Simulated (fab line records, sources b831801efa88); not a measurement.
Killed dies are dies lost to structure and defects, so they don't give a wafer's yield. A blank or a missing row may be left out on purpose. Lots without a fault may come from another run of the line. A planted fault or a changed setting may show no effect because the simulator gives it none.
fab line records | flow gf180mcu
record lots=5 wafers=15 last_day=34
route steps=602 shown V1@336 M2@362
lots that met no fault: from a run of the same line without faults
start_h: hours from the record's first day to the start of the lot's first wafer shown | wait_h: hours since the lot's step before | " the same as in the row above | L1.1+2: a row that stands for several wafers | - no value, or no start given | * or withheld: withheld | < > ~ a bound
route shown NAME@n: a module of which the file shows steps, and the number in the route of the first | usual: mean/standard deviation of fault-free wafers | same: alike in all rows | chamber/n: place in a boat | sites: the reading at each site | _std_site: their standard deviation | _edge_site: outer sites' mean less inner sites' | radius_mm: how far each site lies from the wafer's centre | mask NAME#n: copy n | behind: the tool/chamber that last shaped the wafer | hold: why the lot was held/for how many hours/how that ended | device: the transistor (n, p or np) that didn't switch | end of line: the same wafers' tests at the end of the route | a step without rows: its recipe alone | killed: dies lost to structure and defects at the first sort, not the wafer's yield | map: a wafer's dies, x killed, . not, _ none there
set.NAME: the setting as run; set.NAME@STEP: as run at that earlier step | model.NAME: the simulator's own value behind a step, which no gauge read
lots at some steps of the route; a table a step, a row a wafer
services: from which hour (start_h, from the record's first day; less than 0 if before it) a tool's chamber was out of use, for how many hours, and why
## steps
# step GF_V1_THK_MEAS_01
# recipe reads=SiO2_of_V1_CVD_00
# usual V1_CVD_00_THK=599/5.4
# columns lot.wafer tool chamber start_h wait_h V1_CVD_00_THK[nm]
L074.1 film_metro-04 - 389.74 0.0 599
L074.5 " - " " 607
L074.6 " - " " 607
L079.2 film_metro-03 - 436.02 0.0 593
L079.4 " - " " 587
L079.5 " - " " 594
L093.1 film_metro-03 - 548.94 0.0 602
L093.3 " - " " 605
L093.5 " - " " 598
L096.1 film_metro-02 - 570.01 0.0 596
L096.5 " - " " 600
L096.6 " - " " 600
L097.1 film_metro-03 - 578.98 0.0 600
L097.5 " - " " 592
L097.6 " - " " 591
# step GF_V1_CVD_02
# recipe material=SiO2 target_thk_nm=850 precursor=TEOS temp_c=400 time_s=94.851 rf_w=600
# usual heater_power_w=685/120
# columns lot.wafer tool chamber start_h wait_h heater_power_w
L074.1 pecvd-02 0 389.80 0.1 634
L074.5 " 0 " " 678
L074.6 " 2 " " 493
L079.2 pecvd-02 1 436.07 0.0 866
L079.4 " 1 " " 936
L079.5 " 2 " " 483
L093.1 pecvd-04 0 549.00 0.1 651
L093.3 " 2 " " 693
L093.5 " 1 " " 553
L096.1 pecvd-04 1 570.07 0.1 703
L096.5 " 0 " " 517
L096.6 " 2 " " 729
L097.1 pecvd-04 0 579.04 0.1 578
L097.5 " 1 " " 648
L097.6 " 2 " " 710
# step GF_V1_THK_MEAS_03
# recipe reads=SiO2_of_V1_CVD_02
# usual V1_CVD_02_THK=846/10
# columns lot.wafer tool chamber start_h wait_h V1_CVD_02_THK[nm]
L074.1 film_metro-02 - 389.87 0.0 844
L074.5 " - " " 848
L074.6 " - " " 846
L079.2 film_metro-04 - 436.18 0.1 840
L079.4 " - " " 863
L079.5 " - " " 864
L093.1 film_metro-02 - 549.07 0.0 834
L093.3 " - " " 828
L093.5 " - " " 852
L096.1 film_metro-03 - 570.14 0.0 848
L096.5 " - " " 852
L096.6 " - " " 849
L097.1 film_metro-04 - 579.11 0.0 838
L097.5 " - " " 861
L097.6 " - " " 853
# step GF_V1_CMP_04
# recipe material=SiO2 down_force_psi=4 platen_rpm=60 pad_velocity_m_s=0.94248
# usual head_pressure_psi=4.000/0.0087 motor_current_A=12.1/0.77 time_to_endpoint_s=77/4.5
# columns lot.wafer tool chamber start_h wait_h head_pressure_psi motor_current_A time_to_endpoint_s
L074.1 cmp-02 1 389.98 0.1 4.002 10.5 78
L074.5 " 0 " " 3.993 11.7 80
L074.6 " 1 " " 4.006 10.7 80
L079.2 cmp-02 0 436.28 0.1 4.002 12.2 74
L079.4 " 2 " " 3.997 12.8 82
L079.5 " 0 " " 4.017 11.4 83
L093.1 cmp-01 0 549.49 0.4 4.003 11.7 74
L093.3 " 2 " " 4.007 12.5 68
L093.5 " 3 " " 4.001 13.4 77
L096.1 cmp-01 2 570.20 0.1 3.982 12.4 78
L096.6 " 2 " " 3.992 12.5 75
L096.5 " 3 " " 4.001 12.4 79
L097.1 cmp-01 1 579.32 0.2 3.975 11.6 75
L097.5 " 2 " " 4.013 12.1 85
L097.6 " 3 " " 4.001 12.6 83
# step GF_V1_BOW_MEAS_05
# recipe mode=bow
# usual V1_BOW=81/7.5
# columns lot.wafer tool chamber start_h wait_h V1_BOW[um]
L074.1 film_metro-03 - 390.23 0.2 87
L074.5 " - " " 79
L074.6 " - " " 89
L079.2 film_metro-04 - 436.55 0.2 82
L079.4 " - " " 65
L079.5 " - " " 68
L093.1 film_metro-04 - 549.74 0.2 90
L093.3 " - " " 79
L093.5 " - " " 86
L096.1 film_metro-03 - 570.50 0.2 82
L096.5 " - " " 74
L096.6 " - " " 72
L097.1 film_metro-02 - 579.47 0.1 78
L097.5 " - " " 65
L097.6 " - " " 68
# step GF_V1_DEHYDRATE_06
# recipe temp_c=200 time_s=60
# columns lot.wafer tool chamber start_h wait_h
L074.1+5+6 litho_track-04 0 401.89 11.6
L079.2+4+5 litho_track-01 0 447.14 10.6
L093.1+3+5 litho_track-03 0 561.08 11.3
L096.1+5+6 litho_track-01 0 580.41 9.9
L097.1+5+6 litho_track-04 0 589.99 10.5
# step GF_V1_HMDS_07
# recipe prime_time_s=60 prime_temp_c=120
# columns lot.wafer tool chamber start_h wait_h
L074.1+5+6 litho_track-04 0 402.04 0.1
L079.2+4+5 litho_track-01 0 447.29 0.1
L093.1+3+5 litho_track-03 0 561.23 0.1
L096.1+5+6 litho_track-01 0 580.56 0.1
L097.1+5+6 litho_track-04 0 590.14 0.1
# step GF_V1_COAT_08
# recipe resist=BARC temp_c=withheld time_s=withheld spin_rpm=withheld resist_thk_nm=withheld
# columns lot.wafer tool chamber start_h wait_h
L074.1+5+6 litho_track-04 0 402.19 0.1
L079.2+4+5 litho_track-01 0 447.44 0.1
L093.1+3+5 litho_track-03 0 561.38 0.1
L096.1+5+6 litho_track-01 0 580.71 0.1
L097.1+5+6 litho_track-04 0 590.29 0.1
# step GF_V1_COAT_09
# recipe resist=KrF spin_rpm=withheld resist_thk_nm=1000
# columns lot.wafer tool chamber start_h wait_h
L074.1+5+6 litho_track-04 0 - -
L079.2+4+5 litho_track-01 0 - -
L093.1+3+5 litho_track-03 0 - -
L096.1+5+6 litho_track-01 0 - -
L097.1+5+6 litho_track-04 0 - -
# step GF_V1_SOFTBAKE_10
# recipe temp_c=130 time_s=60 resist=KrF
# columns lot.wafer tool chamber start_h wait_h
L074.1+5+6 litho_track-04 0 - -
L079.2+4+5 litho_track-01 0 - -
L093.1+3+5 litho_track-03 0 - -
L096.1+5+6 litho_track-01 0 - -
L097.1+5+6 litho_track-04 0 - -
# step GF_V1_EXPOSE_11
# recipe mask_id=Via1 target_cd_nm=260 na=0.68 source_shape=conventional sigma_outer=0.6 dose_mj=38
# columns lot.wafer tool chamber start_h wait_h mask
L074.1+5+6 krf_scanner-01 0 - - Via1#0
L079.2+4+5 krf_scanner-02 0 - - Via1#0
L093.1+3+5 krf_scanner-02 0 - - Via1#0
L096.1+5+6 krf_scanner-02 0 - - Via1#0
L097.1+5+6 krf_scanner-02 0 - - Via1#0
# step GF_V1_PEB_12
# recipe peb_temp_c=135 peb_time_s=90 resist=KrF
# columns lot.wafer tool chamber start_h wait_h
L074.1+5+6 litho_track-01 0 - -
L079.2+4+5 litho_track-04 0 - -
L093.1+3+5 litho_track-03 0 - -
L096.1+5+6 litho_track-04 0 - -
L097.1+5+6 litho_track-04 0 - -
# step GF_V1_DEVELOP_13
# recipe develop_time_s=60 resist=KrF dev_temp_c=21
# usual developer_temp_C=21.02/0.12
# columns lot.wafer tool chamber start_h wait_h developer_temp_C
L074.1 litho_track-01 0 413.67 0.2 21.03
L074.5 " 0 " " 21.05
L074.6 " 0 " " 21.14
L079.2 litho_track-04 0 459.51 0.2 20.95
L079.4 " 0 " " 20.97
L079.5 " 0 " " 21.21
L093.1 litho_track-03 0 572.13 0.2 21.08
L093.3 " 0 " " 21.16
L093.5 " 0 " " 20.96
L096.1 litho_track-04 0 591.54 0.2 21.18
L096.5 " 0 " " 21.08
L096.6 " 0 " " 21.18
L097.1 litho_track-04 0 600.44 0.2 20.91
L097.5 " 0 " " 21.20
L097.6 " 0 " " 21.16
# step GF_V1_CD_MEAS_14
# recipe target_cd_nm=260
# usual cd_nm=259.8/1.3
# columns lot.wafer tool chamber start_h wait_h cd_nm
L074.1 cd_sem-01 - 413.82 0.1 260.7
L074.5 " - " " 259.9
L074.6 " - " " 261.4
L079.2 cd_sem-01 - 459.66 0.1 256.9
L079.4 " - " " 258.2
L079.5 " - " " 257.9
L093.1 cd_sem-01 - 572.28 0.1 260.3
L093.3 " - " " 261.0
L093.5 " - " " 260.8
L096.1 cd_sem-01 - 591.69 0.1 260.5
L096.5 " - " " 260.2
L096.6 " - " " 259.1
L097.1 cd_sem-01 - 600.59 0.1 258.2
L097.5 " - " " 259.6
L097.6 " - " " 258.8
# step GF_V1_OVL_MEAS_15
# usual V1_OVL=3/4.7
# columns lot.wafer tool chamber start_h wait_h V1_OVL[nm]
L074.1 overlay-02 - 413.94 0.1 6
L074.5 " - " " -1
L074.6 " - " " 0
L079.2 overlay-02 - 459.76 0.1 -2
L079.4 " - " " 4
L079.5 " - " " 11
L093.1 overlay-02 - 572.40 0.1 0
L093.3 " - " " 2
L093.5 " - " " 0
L096.1 overlay-02 - 591.81 0.1 1
L096.5 " - " " 2
L096.6 " - " " 4
L097.1 overlay-01 - 600.71 0.1 -2
L097.5 " - " " -1
L097.6 " - " " -2
# step GF_V1_ETCH_16
# recipe chemistry=N2/H2 target_depth_a=withheld overetch_a=withheld time_s=withheld target=BARC ion_energy_ev=200 source_w=500 bias_w=100 pressure_mtorr=30 n2_flow_sccm=100 h2_flow_sccm=200
# usual drypump_motor_current_A=5.6/0.4 oes_product_au=0.854/0.005 throttle_valve_pct=13.224/0.0091
# columns lot.wafer tool chamber start_h wait_h drypump_motor_current_A oes_product_au throttle_valve_pct
L074.1 rie_diel-01 2 413.97 0.0 5.1 0.852 13.227
L074.5 " 1 " " 5.5 0.846 13.218
L074.6 " 2 " " 5.1 0.854 13.239
L079.2 rie_diel-02 1 459.79 0.0 5.4 0.858 13.215
L079.4 " 0 " " 5.9 0.854 13.224
L079.5 " 0 " " 5.9 0.856 13.222
L093.1 rie_diel-02 0 572.44 0.0 5.8 0.855 13.212
L093.3 " 3 " " 5.0 0.855 13.242
L093.5 " 2 " " 5.9 0.861 13.227
L096.1 rie_diel-02 1 591.84 0.0 5.4 0.854 13.220
L096.5 " 0 " " 5.9 0.857 13.207
L096.6 " 3 " " 5.0 0.849 13.217
L097.1 rie_diel-01 3 600.74 0.0 6.0 0.847 13.221
L097.5 " 0 " " 5.8 0.862 13.233
L097.6 " 3 " " 6.1 0.856 13.231
# step GF_V1_ETCH_17
# recipe chemistry=C4F8/O2/Ar mask_material=KrF target=SiO2 stop_on=TiN source_w=1500 bias_w=1200 pressure_mtorr=40 c4f8_flow_sccm=withheld O2_flow_sccm=6 Ar_flow_sccm=300 time_s=withheld target_depth_a=6300
# usual oes_product_au=0.856/0.0052
# columns lot.wafer tool chamber start_h wait_h oes_product_au
L074.1 rie_diel-01 2 - - 0.860
L074.5 " 1 " " 0.855
L074.6 " 2 " " 0.854
L079.2 rie_diel-02 1 - - 0.856
L079.4 " 0 " " 0.853
L079.5 " 0 " " 0.845
L093.1 rie_diel-02 0 - - 0.862
L093.3 " 3 " " 0.861
L093.5 " 2 " " 0.863
L096.1 rie_diel-02 1 - - 0.859
L096.5 " 0 " " 0.852
L096.6 " 3 " " 0.862
L097.1 rie_diel-01 3 - - 0.867
L097.5 " 0 " " 0.861
L097.6 " 3 " " 0.849
# step GF_V1_STRIP_18
# recipe chemistry=O2/N2 power_w=1400 pressure_mtorr=1500 platen_temp_c=250 o2_flow_sccm=3000 n2_flow_sccm=300 overash_fraction=0.5
# usual drypump_motor_current_A=5.5/0.43 heater_power_w=336/40 oes_product_au=0.592/0.0047
# columns lot.wafer tool chamber start_h wait_h drypump_motor_current_A heater_power_w oes_product_au rf_hours_counter_h
L074.1 plasma_asher-01 1 414.10 - 5.7 363 0.590 67
L074.5 " 1 " " 5.7 353 0.589 -
L074.6 " 0 " " 5.3 306 0.592 -
L079.2 plasma_asher-04 0 459.92 - 6.0 417 0.595 77
L079.4 " 0 " " 6.0 410 0.583 -
L079.5 " 1 " " 5.2 321 0.601 -
L093.1 plasma_asher-01 0 572.56 - 5.3 312 0.592 82
L093.3 " 1 " " 5.6 356 0.585 -
L093.5 " 1 " " 5.7 354 0.594 -
L096.1 plasma_asher-01 1 591.97 - 5.6 355 0.583 84
L096.5 " 1 " " 5.7 364 0.595 -
L096.6 " 0 " " 5.3 316 0.591 -
L097.1 plasma_asher-04 0 600.87 - 6.0 415 0.595 92
L097.5 " 0 " " 6.0 432 0.600 -
L097.6 " 1 " " 5.1 321 0.592 -
# step GF_V1_STRIP_19
# recipe chemistry=post_etch_residue_remover time_s=1200 temp_c=72.5
# usual bath_guard_temp_C=72.5/0.38 temp_c=72.50/0.14
# columns lot.wafer tool chamber start_h wait_h bath_guard_temp_C temp_c
L074.1 wet_bench-01 1 414.20 0.1 71.7 72.30
L074.5 " 1 " " 71.5 72.50
L074.6 " 1 " " 71.8 72.34
L079.2 wet_bench-02 3 460.02 0.1 72.1 72.40
L079.4 " 3 " " 71.9 72.49
L079.5 " 3 " " 72.1 72.39
L093.1 wet_bench-03 0 572.69 0.1 72.8 72.45
L093.3 " 0 " " 72.5 72.51
L093.5 " 0 " " 72.6 72.43
L096.1 wet_bench-01 0 592.07 0.1 73.1 72.55
L096.5 " 0 " " 72.9 72.53
L096.6 " 0 " " 72.9 72.57
L097.1 wet_bench-02 1 600.97 0.1 72.4 72.40
L097.5 " 1 " " 72.6 72.55
L097.6 " 1 " " 72.2 72.48
# step GF_V1_CLEAN_20
# recipe chemistry=DIW dry=n2_spin
# columns lot.wafer tool chamber start_h wait_h
L074.1+5+6 wet_bench-03 1 414.54 0.0
L079.2+4+5 wet_bench-03 1 460.36 0.0
L093.1+3+5 wet_bench-01 1 573.06 0.0
L096.1+5+6 wet_bench-03 0 592.41 0.0
L097.1+5+6 wet_bench-03 0 601.34 0.0
# step GF_V1_SPUTTER_21
# recipe material=Ti target_thk_nm=15 chamber_pressure_pa=5 power_w=2500 substrate_temp_c=200 time_s=80.02
# usual cathode_dc_power_W=2500.0/0.47 throttle_valve_pct=30.3/0.96
# columns lot.wafer tool chamber start_h wait_h cathode_dc_power_W throttle_valve_pct
L074.1 pvd_sputter-02 - 414.63 0.0 2499.8 31.6
L074.5 " - " " 2501.0 29.7
L074.6 " - " " 2498.9 30.7
L079.2 pvd_sputter-03 - 460.46 0.0 2499.1 31.1
L079.4 " - " " 2499.9 30.5
L079.5 " - " " 2500.5 28.4
L093.1 pvd_sputter-02 - 573.16 0.0 2500.6 31.3
L093.3 " - " " 2499.5 30.7
L093.5 " - " " 2500.2 30.5
L096.1 pvd_sputter-03 - 592.50 0.0 2500.1 30.9
L096.5 " - " " 2499.9 28.5
L096.6 " - " " 2500.2 30.6
L097.1 pvd_sputter-03 - 601.44 0.0 2499.8 30.1
L097.5 " - " " 2500.2 31.2
L097.6 " - " " 2500.4 28.9
# step GF_V1_SPUTTER_22
# recipe material=TiN target_thk_nm=10 chamber_pressure_pa=5 power_w=4000 time_s=40
# usual cathode_dc_power_W=3999.9/0.72 throttle_valve_pct=30.3/0.96
# columns lot.wafer tool chamber start_h wait_h cathode_dc_power_W throttle_valve_pct
L074.1 pvd_sputter-02 - 414.70 0.0 3999.8 31.4
L074.5 " - " " 3999.6 29.5
L074.6 " - " " 4000.5 30.6
L079.2 pvd_sputter-03 - 460.52 0.0 3999.1 31.2
L079.4 " - " " 3999.1 30.5
L079.5 " - " " 3999.4 28.8
L093.1 pvd_sputter-02 - 573.22 0.0 3999.9 31.5
L093.3 " - " " 4000.3 30.5
L093.5 " - " " 3999.7 30.9
L096.1 pvd_sputter-03 - 592.57 0.0 4000.4 31.0
L096.5 " - " " 4000.4 28.7
L096.6 " - " " 3999.0 30.4
L097.1 pvd_sputter-03 - 601.50 0.0 3998.7 30.5
L097.5 " - " " 4000.4 31.1
L097.6 " - " " 4001.0 28.5
# step GF_V1_CVD_23
# recipe material=W target_thk_nm=350 time_s=105.05 temp_c=400 pressure_torr=40
# usual heater_power_w=824/21
# columns lot.wafer tool chamber start_h wait_h heater_power_w
L074.1 cvd_w-02 0 414.73 0.0 801
L074.5 " 0 " " 819
L074.6 " 1 " " 822
L079.2 cvd_w-01 1 460.56 0.0 855
L079.4 " 0 " " 801
L079.5 " 0 " " 815
L093.1 cvd_w-01 0 573.26 0.0 801
L093.3 " 0 " " 807
L093.5 " 0 " " 825
L096.1 cvd_w-02 0 592.60 0.0 836
L096.5 " 0 " " 836
L096.6 " 1 " " 840
L097.1 cvd_w-02 0 601.54 0.0 825
L097.5 " 0 " " 844
L097.6 " 1 " " 810
# step GF_V1_RS_MEAS_24
# recipe thk_meas_gauge=four-point-probe reads=W_of_V1_CVD_23+TiN_of_V1_SPUTTER_22+Ti_of_V1_SPUTTER_21
# usual V1_W_RS=0.3267/0.0028
# columns lot.wafer tool chamber start_h wait_h V1_W_RS[ohm/sq]
L074.1 film_metro-02 - 414.85 0.1 0.3307
L074.5 " - " " 0.3304
L074.6 " - " " 0.3308
L079.2 film_metro-03 - 460.69 0.1 0.3274
L079.4 " - " " 0.3289
L079.5 " - " " 0.3282
L093.1 film_metro-02 - 573.37 0.1 0.3288
L093.3 " - " " 0.3296
L093.5 " - " " 0.3287
L096.1 film_metro-02 - 592.72 0.1 0.3283
L096.5 " - " " 0.3278
L096.6 " - " " 0.3264
L097.1 film_metro-03 - 601.65 0.1 0.3252
L097.5 " - " " 0.3262
L097.6 " - " " 0.3215
# step GF_V1_THK_MEAS_25
# recipe thk_meas_gauge=xrf reads=W_of_V1_CVD_23
# usual V1_W_THK=367/6.1
# columns lot.wafer tool chamber start_h wait_h V1_W_THK[nm]
L074.1 film_metro-02 - 414.97 0.1 357
L074.5 " - " " 357
L074.6 " - " " 360
L079.2 film_metro-03 - 460.80 0.1 367
L079.4 " - " " 368
L079.5 " - " " 367
L093.1 film_metro-02 - 573.49 0.1 355
L093.3 " - " " 353
L093.5 " - " " 355
L096.1 film_metro-02 - 592.84 0.1 360
L096.5 " - " " 359
L096.6 " - " " 363
L097.1 film_metro-03 - 601.77 0.1 370
L097.5 " - " " 369
L097.6 " - " " 375
# step GF_V1_CMP_26
# recipe stop_on=SiO2 down_force_psi=3.5 platen_rpm=60 t_overpolish_s=15 target_thk_nm=0 pad_velocity_m_s=0.94248
# usual head_pressure_psi=3.501/0.0067 motor_current_A=11.2/0.62 overpolish_run_s=14.999/0.0084 time_to_endpoint_s=84.0/2.3
# columns lot.wafer tool chamber start_h wait_h head_pressure_psi motor_current_A overpolish_run_s time_to_endpoint_s
L074.1 cmp-02 3 415.12 0.1 3.499 12.0 14.995 82.0
L074.5 " 3 " " 3.494 12.0 14.999 82.4
L074.6 " 0 " " 3.498 10.4 15.015 80.9
L079.2 cmp-01 1 460.90 0.1 3.497 11.1 15.009 81.6
L079.4 " 2 " " 3.503 12.0 14.999 86.1
L079.5 " 0 " " 3.516 11.2 14.982 85.2
L093.1 cmp-01 0 574.22 0.7 3.505 10.6 14.999 84.0
L093.3 " 1 " " 3.502 11.2 14.993 81.7
L093.5 " 3 " " 3.504 11.9 15.000 83.6
L096.1 cmp-01 2 592.90 0.1 3.494 11.4 14.990 85.4
L096.6 " 2 " " 3.509 11.7 14.997 82.4
L096.5 " 3 " " 3.482 12.0 15.009 81.3
L097.1 cmp-01 1 601.88 0.1 3.503 11.4 14.992 84.6
L097.5 " 0 " " 3.505 11.0 15.001 85.8
L097.6 " 1 " " 3.513 10.9 14.991 83.6
# step GF_M2_SPUTTER_00
# recipe material=Ti target_thk_nm=37.5 arriving_ion_energy_ev=80 substrate_temp_c=200 chamber_pressure_pa=2 power_w=4000 time_s=150
# usual cathode_dc_power_W=4000.0/0.66 throttle_valve_pct=30.4/0.9
# columns lot.wafer tool chamber start_h wait_h cathode_dc_power_W throttle_valve_pct
L074.1 pvd_sputter-02 - 415.42 0.2 3999.4 30.6
L074.5 " - " " 4001.9 31.7
L074.6 " - " " 4001.2 30.5
L079.2 pvd_sputter-04 - 461.15 0.2 4000.8 29.7
L079.4 " - " " 3999.4 30.9
L079.5 " - " " 3999.6 31.0
L093.1 pvd_sputter-01 - 574.42 0.1 4000.0 28.0
L093.3 " - " " 4000.9 30.2
L093.5 " - " " 4001.6 29.5
L096.1 pvd_sputter-01 - 593.20 0.2 3998.8 29.6
L096.5 " - " " 3998.8 30.6
L096.6 " - " " 4000.0 30.3
L097.1 pvd_sputter-02 - 602.13 0.2 3999.8 31.6
L097.5 " - " " 3999.1 31.0
L097.6 " - " " 3999.2 30.7
# step GF_M2_SPUTTER_01
# recipe material=TiN target_thk_nm=30 power_w=6500 time_s=25 chamber_pressure_pa=0.4
# usual cathode_dc_power_W=6500.0/1.1 throttle_valve_pct=30.4/0.89
# columns lot.wafer tool chamber start_h wait_h cathode_dc_power_W throttle_valve_pct
L074.1 pvd_sputter-02 - 415.52 0.1 6499.8 31.1
L074.5 " - " " 6502.0 31.6
L074.6 " - " " 6501.5 31.0
L079.2 pvd_sputter-04 - 461.25 0.1 6499.7 30.3
L079.4 " - " " 6500.3 30.8
L079.5 " - " " 6501.4 31.0
L093.1 pvd_sputter-01 - 574.52 0.1 6500.6 28.3
L093.3 " - " " 6500.7 30.3
L093.5 " - " " 6501.3 29.8
L096.1 pvd_sputter-01 - 593.30 0.1 6499.9 29.8
L096.5 " - " " 6499.9 30.8
L096.6 " - " " 6500.0 30.2
L097.1 pvd_sputter-02 - 602.23 0.1 6500.0 31.4
L097.5 " - " " 6499.9 30.7
L097.6 " - " " 6500.5 30.7
# step GF_M2_SPUTTER_02
# recipe material=AlCu target_thk_nm=450 power_w=10600 time_s=23.9 chamber_pressure_pa=0.4
# usual cathode_dc_power_W=10600/1.7 throttle_valve_pct=30.4/0.91
# columns lot.wafer tool chamber start_h wait_h cathode_dc_power_W throttle_valve_pct
L074.1 pvd_sputter-02 - 415.55 0.0 10600 30.6
L074.5 " - " " 10596 31.7
L074.6 " - " " 10602 30.7
L079.2 pvd_sputter-04 - 461.28 0.0 10600 29.8
L079.4 " - " " 10598 30.7
L079.5 " - " " 10600 30.8
L093.1 pvd_sputter-01 - 574.55 0.0 10601 28.3
L093.3 " - " " 10601 30.2
L093.5 " - " " 10602 29.7
L096.1 pvd_sputter-01 - 593.33 0.0 10598 29.8
L096.5 " - " " 10598 30.5
L096.6 " - " " 10601 30.2
L097.1 pvd_sputter-02 - 602.26 0.0 10600 31.4
L097.5 " - " " 10600 30.5
L097.6 " - " " 10598 30.7
# step GF_M2_SPUTTER_03
# recipe material=Ti target_thk_nm=10 substrate_temp_c=300 chamber_pressure_pa=0.3 power_w=3000 time_s=6.7
# usual cathode_dc_power_W=3000.0/0.53 throttle_valve_pct=30.4/0.92
# columns lot.wafer tool chamber start_h wait_h cathode_dc_power_W throttle_valve_pct
L074.1 pvd_sputter-02 - 415.58 0.0 2999.5 31.0
L074.5 " - " " 2999.7 31.5
L074.6 " - " " 3000.7 30.6
L079.2 pvd_sputter-04 - 461.31 0.0 3000.6 30.1
L079.4 " - " " 2999.4 30.3
L079.5 " - " " 3000.3 31.2
L093.1 pvd_sputter-01 - 574.58 0.0 2999.6 28.1
L093.3 " - " " 2999.6 30.4
L093.5 " - " " 2999.8 29.8
L096.1 pvd_sputter-01 - 593.36 0.0 3000.1 29.9
L096.5 " - " " 2999.7 30.6
L096.6 " - " " 3000.2 30.7
L097.1 pvd_sputter-02 - 602.29 0.0 2999.6 31.5
L097.5 " - " " 3000.6 31.0
L097.6 " - " " 2999.6 30.5
# step GF_M2_SPUTTER_04
# recipe material=TiN target_thk_nm=50 power_w=6500 time_s=41.7 chamber_pressure_pa=0.4
# usual cathode_dc_power_W=6500.1/1.2 throttle_valve_pct=30.4/0.9
# columns lot.wafer tool chamber start_h wait_h cathode_dc_power_W throttle_valve_pct
L074.1 pvd_sputter-02 - 415.60 0.0 6502.6 30.5
L074.5 " - " " 6498.1 31.7
L074.6 " - " " 6500.0 30.7
L079.2 pvd_sputter-04 - 461.33 0.0 6499.0 30.0
L079.4 " - " " 6498.2 30.7
L079.5 " - " " 6499.0 31.0
L093.1 pvd_sputter-01 - 574.60 0.0 6500.0 28.0
L093.3 " - " " 6499.2 30.4
L093.5 " - " " 6502.3 29.5
L096.1 pvd_sputter-01 - 593.38 0.0 6500.8 29.9
L096.5 " - " " 6499.9 30.7
L096.6 " - " " 6500.4 30.4
L097.1 pvd_sputter-02 - 602.31 0.0 6498.9 31.5
L097.5 " - " " 6500.4 30.6
L097.6 " - " " 6498.5 30.7
# step GF_M2_RS_MEAS_05
# recipe thk_meas_gauge=four-point-probe reads=TiN_of_M2_SPUTTER_04+Ti_of_M2_SPUTTER_03+AlCu_of_M2_SPUTTER_02+TiN_of_M2_SPUTTER_01+Ti_of_M2_SPUTTER_00
# usual M2_ALCU_RS=0.0695/0.00076
# columns lot.wafer tool chamber start_h wait_h M2_ALCU_RS[ohm/sq]
L074.1 film_metro-01 - 415.64 0.0 0.0697
L074.5 " - " " 0.0692
L074.6 " - " " 0.0698
L079.2 film_metro-01 - 461.39 0.0 0.0696
L079.4 " - " " 0.0690
L079.5 " - " " 0.0699
L093.1 film_metro-03 - 574.64 0.0 0.0687
L093.3 " - " " 0.0697
L093.5 " - " " 0.0699
L096.1 film_metro-02 - 593.42 0.0 0.0697
L096.5 " - " " 0.0694
L096.6 " - " " 0.0699
L097.1 film_metro-01 - 602.35 0.0 0.0690
L097.5 " - " " 0.0697
L097.6 " - " " 0.0697
# step GF_M2_THK_MEAS_06
# recipe thk_meas_gauge=xrf reads=AlCu_of_M2_SPUTTER_02
# usual M2_ALCU_THK=453/6.3
# columns lot.wafer tool chamber start_h wait_h M2_ALCU_THK[nm]
L074.1 film_metro-01 - 415.76 0.1 455
L074.5 " - " " 459
L074.6 " - " " 455
L079.2 film_metro-01 - 461.50 0.1 457
L079.4 " - " " 460
L079.5 " - " " 457
L093.1 film_metro-03 - 574.76 0.1 456
L093.3 " - " " 451
L093.5 " - " " 448
L096.1 film_metro-02 - 593.54 0.1 454
L096.5 " - " " 456
L096.6 " - " " 454
L097.1 film_metro-01 - 602.47 0.1 460
L097.5 " - " " 455
L097.6 " - " " 455
# step GF_M2_DEHYDRATE_07
# recipe temp_c=200 time_s=60
# columns lot.wafer tool chamber start_h wait_h
L074.1+5+6 litho_track-03 0 427.23 11.5
L079.2+4+5 litho_track-02 0 472.71 11.2
L093.1+3+5 litho_track-04 0 585.69 10.9
L096.1+5+6 litho_track-04 0 602.99 9.4
L097.1+5+6 litho_track-03 0 612.33 9.9
# step GF_M2_HMDS_08
# recipe prime_time_s=60 prime_temp_c=120
# columns lot.wafer tool chamber start_h wait_h
L074.1+5+6 litho_track-03 0 427.38 0.1
L079.2+4+5 litho_track-02 0 472.86 0.1
L093.1+3+5 litho_track-04 0 585.84 0.1
L096.1+5+6 litho_track-04 0 603.14 0.1
L097.1+5+6 litho_track-03 0 612.48 0.1
# step GF_M2_COAT_09
# recipe resist=KrF spin_rpm=withheld resist_thk_nm=1000
# columns lot.wafer tool chamber start_h wait_h
L074.1+5+6 litho_track-03 0 427.53 0.1
L079.2+4+5 litho_track-02 0 473.01 0.1
L093.1+3+5 litho_track-04 0 585.99 0.1
L096.1+5+6 litho_track-04 0 603.29 0.1
L097.1+5+6 litho_track-03 0 612.63 0.1
# step GF_M2_SOFTBAKE_10
# recipe temp_c=130 time_s=60 resist=KrF
# columns lot.wafer tool chamber start_h wait_h
L074.1+5+6 litho_track-03 0 427.68 0.1
L079.2+4+5 litho_track-02 0 473.16 0.1
L093.1+3+5 litho_track-04 0 586.14 0.1
L096.1+5+6 litho_track-04 0 603.44 0.1
L097.1+5+6 litho_track-03 0 612.78 0.1
# step GF_M2_EXPOSE_11
# recipe mask_id=Metal2 target_cd_nm=280 na=0.68 source_shape=conventional sigma_outer=0.6 dose_mj=28
# columns lot.wafer tool chamber start_h wait_h mask
L074.1+5+6 krf_scanner-02 0 - - Metal2#0
L079.2+4+5 krf_scanner-01 0 - - Metal2#0
L093.1+3+5 krf_scanner-01 0 - - Metal2#0
L096.1+5+6 krf_scanner-02 0 - - Metal2#0
L097.1+5+6 krf_scanner-02 0 - - Metal2#0
# step GF_M2_PEB_12
# recipe peb_temp_c=135 peb_time_s=90 resist=KrF
# columns lot.wafer tool chamber start_h wait_h
L074.1+5+6 litho_track-03 0 - -
L079.2+4+5 litho_track-04 0 - -
L093.1+3+5 litho_track-03 0 - -
L096.1+5+6 litho_track-04 0 - -
L097.1+5+6 litho_track-04 0 - -
## services
# columns tool chamber start_h hours kind
pvd_sputter-02 - 370.60 2.3 repair
pvd_sputter-02 - 371.86 1.3 repair
cmp-01 - 377.84 2.8 repair
pvd_sputter-01 - 384.16 51.6 repair
cmp-01 - 403.88 1.1 repair
cmp-01 - 406.25 4.0 pm
krf_scanner-02 - 408.78 0.4 repair
cmp-01 - 412.92 14.3 pm
rie_diel-02 - 421.88 1.0 repair
krf_scanner-02 - 423.11 1.3 pm
pvd_sputter-01 - 435.87 5.7 repair
krf_scanner-02 - 459.40 1.0 pm
cmp-01 - 472.84 0.6 repair
cmp-01 - 482.39 1.2 repair
pvd_sputter-03 - 483.43 1.5 repair
krf_scanner-02 - 499.64 0.8 pm
cmp-01 - 511.09 3.2 pm
krf_scanner-02 - 521.18 0.2 repair
pvd_sputter-01 - 532.16 1.3 repair
cmp-01 - 541.80 4.4 repair
pvd_sputter-02 - 542.79 5.3 repair
pvd_sputter-02 - 569.31 1.5 repair
cmp-01 - 586.23 6.6 repair
krf_scanner-02 - 599.01 1.3 pm
## key
fault none
